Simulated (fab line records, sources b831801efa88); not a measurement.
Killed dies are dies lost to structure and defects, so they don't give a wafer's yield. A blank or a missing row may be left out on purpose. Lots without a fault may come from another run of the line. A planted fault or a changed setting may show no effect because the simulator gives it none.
Problem report in the 8D (eight disciplines) form, filled by code | flow sky130 | the parts of the form that need people (team, actions taken, sign-off) are left out

1. THE PROBLEM
rf_fwd_power_W at SKY_CONTACT_ETCH_17 reads a mean of 1724 W on 6 wafers of 2 lots; wafers without a fault read 1486 W with a standard deviation of 5.5. That is +43 standard deviations from the usual mean.
The step: etches SiO2 in C4F8/O2/Ar, stops on Si3N4, target depth 340 nm.
First seen on wafer L953.2, day 37 11:12, on rie_diel-01. The record holds 33 wafers of 11 lots with a number at this step. Rule for "out", or "out of limits": more than 4 standard deviations from the usual mean. The other wafers with a number count as sound.

2. WHAT IT IS AND WHAT IT IS NOT
question                    | is                     | is not
which readings at this step | rf_fwd_power_W         | chamber_pressure_mTorr, oes_product_au
which lots                  | L953, L957             | L940, L942, L943, L944, L947, L950, L959, L962, L963
which wafers of those lots  | all that have a number | -
read on which tools         | rie_diel-01            | rie_diel-03, rie_diel-04
when                        | from day 37 11:12      | up to then (18 sound wafers); but 9 sound wafers of L959, L962, L963 came after

3. SUSPECTS, AND WHAT RULES EACH OUT
Counting: a tool at a process step up to the reading stays a suspect if it ran every lot that is out and no sound lot after the first of them.
- rie_diel-01 at SKY_CONTACT_ETCH_17 (etches SiO2 in C4F8/O2/Ar, stops on Si3N4, target depth 340 nm): kept. It ran every lot that is out, first L953 (day 37 11:12), and no sound lot after that; its last sound lot up to then is L950 (day 34 22:33). Its own readings are out on those wafers: rf_fwd_power_W.
Left after counting: rie_diel-01 at SKY_CONTACT_ETCH_17.

4. THE CAUSE (what the simulator had put in)
Process parameter drift: rie_diel-01, from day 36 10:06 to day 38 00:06, at SKY_CONTACT_ETCH_17. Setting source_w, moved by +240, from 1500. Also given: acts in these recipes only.
Counting left only this tool.

5. THE CHAIN OF EFFECTS, in route order
Each row: a reading whose mean over the struck wafers that have a number lies more than 3 standard deviations from the usual. Only readings for which the record gives a usual standard deviation are gone through. hours: the time from each lot's start at the first step in this table that gives one to its start at this step, as a median over the lots. sigmas: the change in usual standard deviations.
hours | step                | reading        | usual      | on struck wafers | change | sigmas
0     | SKY_CONTACT_ETCH_17 | rf_fwd_power_W | 1486 W     | 1724             | +238   | +43
-     | SKY_CONTACT_ETCH_18 | oes_product_au | 0.855 a.u. | 0.825            | -0.030 | -4.2
The process steps in it:
- SKY_CONTACT_ETCH_17: etches SiO2 in C4F8/O2/Ar, stops on Si3N4, target depth 340 nm.
- SKY_CONTACT_ETCH_18: etches Si3N4 in CHF3/O2, stops on TiN, time 39 s, target depth 75 nm.
Later measuring or inspecting steps at which every struck wafer that the step has a row for has a number for every such reading, and none has moved that far: SKY_METAL1_RS_MEAS_05.

6. WHAT WOULD HAVE CAUGHT IT SOONER
In this record the first reading out of limits was taken at day 37 11:12, 25 hours after the fault began at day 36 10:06.
